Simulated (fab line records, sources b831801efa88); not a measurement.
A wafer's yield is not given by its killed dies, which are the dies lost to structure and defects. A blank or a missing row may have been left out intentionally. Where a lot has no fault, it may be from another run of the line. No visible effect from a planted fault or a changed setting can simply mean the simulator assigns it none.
A lot that was struck, set against a sound lot | flow sky130 | 21 steps out of a route of 708
Sound: these wafers, L386.1, L386.3, L386.5. Struck: wafers L402.2, L402.5, L402.6. The cause comes at the end.
Each step with rows lists, per side, the tool, then ch with its chambers, then its first start. Under that, the readings that differ: sound wafers | struck wafers | difference of the means | sigmas: that difference in standard deviations of wafers without a fault.
alike: words and numbers the same on both sides, and readings whose means are apart by under 2 such deviations; not compared: readings that were withheld, readings missing a value for some wafer, numbers with overlapping values and no deviation given by the record, and bounds like >300 which may hide the same value.
A row with sigmas, a row that says differs or no value, or rows on one side alone: a step with any of these is where the two part. When numbers do not overlap yet have no deviation, they are printed without sigmas and do not part them. Lack of a reading on every wafer of one side parts them only where that side has two or more wafers.

SKY_METAL2_STRIP_20: strips in O2/N2.
  sound on plasma asher-03 ch 0,1, day 35 18:50; struck on plasma asher-03 ch 0,1, day 40 17:07
  alike: drypump motor current A, oes product au, strip time to endpoint s
  not compared: rf hours counter h
then, 4 steps without rows for these wafers: SKY_METAL2_STRIP_21 (strips in post etch residue remover, time 1200 s); SKY_METAL2_CLEAN_22 (cleans in IPA, time 180 s); SKY_METAL2_CLEAN_23 (cleans in O3/DIW); SKY_VIA2_HDPCVD_00 (deposits SiO2, target thk 1180 nm, time 196.7 s).
SKY_VIA2_THK_MEAS_01:
  sound: film metro-03 at day 35 19:33; struck: film metro-02 at day 40 17:51
  alike: VIA2_HDPCVD_THK
SKY_VIA2_CMP_02: polishes SiO2.
  sound on cmp-02 ch 0,1,2, day 35 19:37; struck on cmp-01 ch 0,1,2, day 40 18:03
  alike: motor current A, platen rpm, retaining ring pressure frac
SKY_VIA2_BOW_MEAS_03:
  sound: film metro-03 at day 35 19:55; struck: film metro-02 at day 40 18:13
  reading       | sound    | struck   | difference | sigmas
  VIA2_BOW (um) | 72 73 80 | 97 94 82 | +16        | +2
then, 4 steps without rows for these wafers: SKY_VIA2_DEHYDRATE_04 (time 60 s); SKY_VIA2_HMDS_05 (prime time 60 s); SKY_VIA2_COAT_06 (resist thk 60 nm); SKY_VIA2_COAT_07 (resist thk 450 nm).
SKY_VIA2_SOFTBAKE_08: time 90 s.
  sound on litho track-04 ch 0, day 36 09:00; struck on litho track-03 ch 0, day 41 05:00
  reading                  | sound              | struck            | difference | sigmas
  heater power total W (W) | 57.48 57.18 57.38  | 53.40 53.61 53.41 | -3.87      | -32
  plate temp C (C)         | 100.01 99.85 99.93 | 95.38 95.07 95.17 | -4.72      | -36
then, 2 steps without rows for these wafers: SKY_VIA2_EXPOSE_09 (exposes mask VIM2, target cd 200 nm); SKY_VIA2_PEB_10.
SKY_VIA2_DEVELOP_11: develop time 60 s.
  sound on litho track-02 ch 0; struck on litho track-03 ch 0
  reading                                     | sound             | struck            | difference | sigmas
  model.KrF-thick_of_VIA2_COAT_07.thk nm (nm) | 436.7 436.8 437.6 | 438.9 439.8 439.1 | +2.2       |
SKY_VIA2_CD_MEAS_12: the cd target is 200 nm.
  sound: cd sem-02 at day 36 22:16; struck: cd sem-02 at day 41 17:58
  alike: cd nm
SKY_VIA2_OVL_MEAS_13:
  sound: overlay-01 at day 36 22:23; struck: overlay-01 at day 41 18:04
  alike: VIA2_OVL
SKY_VIA2_ETCH_14: etches BARC in N2/H2, stops on SiO2, time 45.9 s, target depth 60 nm.
  sound on rie diel-02 ch 0,1, day 36 22:26; struck on rie diel-03 ch 0,3, day 41 18:06
  alike: drypump motor current A, oes product au, throttle valve pct
  not compared: rf hours counter h, model.KrF-thick_of_VIA2_COAT_07.thk nm
SKY_VIA2_ETCH_15: etches SiO2 in C4F8/O2/Ar, stops on TiN, target depth 546 nm, time 84 s.
  sound on rie diel-02 ch 0,1, day 36 22:28; struck on rie diel-03 ch 0,3, day 41 18:08
  alike: oes product au
  not compared: rf hours counter h
-- the record jumps here: 8 days lie between the struck wafers' starts before and after (it left off in module VIA2 and takes up again in module PAD_OPEN, whose first step shown is number 708 of the route) --
SKY_PAD_OPEN_PROBE_99:
  sound: prober-02 at day 46 06:01; struck: prober-02 at day 49 22:49
  alike: defect limited yield, killed_at_M0_to_M3, killed_at_M4_up, killed at contacts, killed at front end, killed at other, killed dies, killed open, killed short, sort_bin_3_pad_short, sort_bin_5_function, sort_bin_6_memory, sort n pass, sort yield pct

== WHERE THEY PART ==
Earliest at SKY_VIA2_BOW_MEAS_03; latest, in this record, at SKY_VIA2_SOFTBAKE_08. Later steps at which nothing parts them and some readings are alike: SKY_VIA2_CD_MEAS_12, SKY_VIA2_OVL_MEAS_13, SKY_VIA2_ETCH_14, SKY_VIA2_ETCH_15, SKY_PAD_OPEN_PROBE_99.

WHY: what had been put in by the simulator
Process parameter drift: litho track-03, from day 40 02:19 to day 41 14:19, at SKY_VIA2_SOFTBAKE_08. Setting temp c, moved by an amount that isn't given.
